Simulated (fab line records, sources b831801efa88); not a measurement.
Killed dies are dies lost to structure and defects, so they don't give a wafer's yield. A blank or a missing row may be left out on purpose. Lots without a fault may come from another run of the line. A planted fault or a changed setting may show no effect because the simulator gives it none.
Chamber matching | flow gf180mcu | GF_V3_CMP_04 on cmp-01: 4 sister chambers
The step polishes SiO2. 4 wafers are shown with their chamber, then 8 later ones without.

WAFERS WITH THEIR CHAMBER
wafer  | chamber | motor_current_A (A)
L363.4 | 0       | 14.0
L365.3 | 2       | 11.4
L365.4 | 1       | 11.8
L366.1 | 3       | 15.2

WAFERS WITHOUT THEIR CHAMBER
wafer  | motor_current_A (A)
L366.3 | 14.3
L366.4 | 11.8
L373.2 | 11.3
L373.3 | 13.9
L373.4 | 15.5
L374.1 | 14.3
L374.3 | 11.2
L374.6 | 14.1

WHICH CHAMBER EACH WENT THROUGH
wafer  | from the rows above     | in truth
L366.3 | 0                       | 0
L366.4 | can't be placed: 1 or 2 | 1
L373.2 | can't be placed: 2 or 1 | 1
L373.3 | 0                       | 0
L373.4 | 3                       | 3
L374.1 | 0                       | 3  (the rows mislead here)
L374.3 | can't be placed: 2 or 1 | 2
L374.6 | 0                       | 0
Placed correctly: 4 of 8. Can't be placed from these rows: 3 (the true chamber is among the candidates in 3). Placed wrongly: 1.
How it was worked out, from the rows above alone: a wafer's distance from a chamber is the root of the sum, over the readings, of the square of ((its reading less the chamber's mean) divided by the reading's scatter). The wafer belongs to the nearest chamber; if the next one is less than 2 further off, it can't be placed. A chamber's mean is the mean of its shown wafers. The scatter: with one shown wafer a chamber, the root of the mean of the squares of how far each hidden wafer lies from its nearest shown one.
